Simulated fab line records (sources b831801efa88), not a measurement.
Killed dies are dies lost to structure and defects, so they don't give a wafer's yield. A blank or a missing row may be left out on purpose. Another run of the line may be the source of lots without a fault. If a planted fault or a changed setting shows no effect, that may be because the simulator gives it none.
Struck lot and sound lot, side by side | flow sky130 | 17 steps out of a route of 708
Sound: the wafers L660.2, L660.4, L660.6. Struck: wafers L658.2, L658.4 (left out: L658.5, a lot-mate that was not struck); the cause follows at the end.
Order at every step that has rows: each side's tool, ch and its chambers, its first start. Under that, the readings that differ: sound wafers | struck wafers | difference of the means | sigmas: that difference in standard deviations of wafers without a fault.
alike: a reading whose means differ by less than 2 such deviations, as well as words and numbers matching on both sides. not compared: withheld readings; readings where some wafer has no value; bounds like >300 that might hide an equal value; numbers whose values overlap and for which the record gives no deviation.
Wherever a step has rows on one side only, a row that says differs or no value, or a row with sigmas, the two part there. Non-overlapping numbers with no deviation appear without sigmas and do not part them. A reading that every wafer of one side lacks parts them only if that side has two wafers or more.

first, 1 step without rows for these wafers: SKY_VT_ADJUST_PCH_IMPLANT_08.
SKY_VT_ADJUST_PCH_STRIP_09: strips in O2/N2.
  sound on plasma_asher-01 ch 0,1, day 14 10:11; struck on plasma_asher-04 ch 0,1, day 13 18:10
  alike: drypump_motor_current_A, oes_product_au, strip_time_to_endpoint_s
  not compared: rf_hours_counter_h
SKY_VT_ADJUST_PCH_TW_MEAS_10:
  struck on film_metro-03, day 13 18:17; sound on film_metro-02, day 14 10:17
  alike: VT_ADJUST_PCH_TW
then, 7 steps without rows for these wafers: SKY_SONOS_TUNNEL_DEHYDRATE_00 (time 60 s); SKY_SONOS_TUNNEL_HMDS_01 (prime time 60 s); SKY_SONOS_TUNNEL_COAT_02 (resist thk 1140 nm); SKY_SONOS_TUNNEL_SOFTBAKE_03 (time 60 s); SKY_SONOS_TUNNEL_EXPOSE_04 (exposes mask TUNM, target cd 410 nm); SKY_SONOS_TUNNEL_PEB_05; SKY_SONOS_TUNNEL_DEVELOP_06 (develop time 60 s).
SKY_SONOS_TUNNEL_CD_MEAS_07: the cd target is 410 nm.
  struck on cd_sem-01, day 14 20:58; sound on cd_sem-02, day 15 13:34
  alike: cd_nm
SKY_SONOS_TUNNEL_OVL_MEAS_08:
  struck on overlay-01, day 14 21:07; sound on overlay-01, day 15 13:40
  alike: SONOS_TUNNEL_OVL
SKY_SONOS_TUNNEL_IMPLANT_09:
  sound on implanter-01 ch 0, day 15 13:44; struck on implanter-02 ch 0, day 14 21:11
then, 2 steps without rows for these wafers: SKY_SONOS_TUNNEL_WET_ETCH_10 (etches SiO2 in dHF, target depth 14 nm, time 280 s); SKY_SONOS_TUNNEL_STRIP_11 (strips in SPM, time 600 s).
SKY_SONOS_TUNNEL_TW_MEAS_12:
  struck on film_metro-03, day 14 21:53; sound on film_metro-01, day 15 14:07
  reading         | sound             | struck      | difference | sigmas
  SONOS_TUNNEL_TW | 199.4 200.7 200.8 | 177.4 178.3 | -22.4      | -19
  not compared: hold
-- record jumps: 33 days separate the struck wafers' starts on either side; left off in module SONOS_TUNNEL, taken up again in module PAD_OPEN, whose first shown step is the route's number 708 --
SKY_PAD_OPEN_PROBE_99:
  struck on prober-01, day 48 08:39; sound on prober-01, day 48 20:26
  reading                                         | sound                   | struck         | difference | sigmas
  model.etest.tip_sonos.rs_ohm_sq_range           | 51 33.2 46.74           | 96.7 91.1      | +50.3      |
  model.etest.tip_sonos.rs_ohm_sq_rim_less_centre | -4.142 0.7949 10.76     | 28.66 30.45    | +27.08     |
  model.etest.sonos_uncharged.r_on_ohm_um         | 808.5 810.9 800         | 760.8 768.2    | -42.0      |
  model.etest.sonos_programmed.off_log10_a_um     | -14.02 -13.9 -13.99     | -12.95 -13.04  | +0.98      |
  model.etest.sonos_programmed.vt_v (V)           | 1.574 1.524 1.477       | 1.3 1.31       | -0.2       |
  model.etest.sonos_baked.vt_v (V)                | 1.057 0.9723 0.9493     | 0.7967 0.8154  | -0.1868    |
  model.etest.sonos_uncharged.vt_v (V)            | -0.4279 -0.4742 -0.4561 | -0.564 -0.5513 | -0.105     |
  model.etest.sonos_erased.vt_v (V)               | -2.261 -2.296 -2.301    | -2.388 -2.402  | -0.109     |
  alike: killed_at_M0_to_M3, killed_at_M4_up, killed_at_contacts, killed_at_front_end, killed_at_other, killed_dies, killed_open, killed_short

WHERE THEY PART
At SKY_SONOS_TUNNEL_TW_MEAS_12 and nowhere else, as far as this record goes. Later steps at which nothing parts them and some readings are alike: SKY_PAD_OPEN_PROBE_99.

WHY: whatever the simulator had introduced
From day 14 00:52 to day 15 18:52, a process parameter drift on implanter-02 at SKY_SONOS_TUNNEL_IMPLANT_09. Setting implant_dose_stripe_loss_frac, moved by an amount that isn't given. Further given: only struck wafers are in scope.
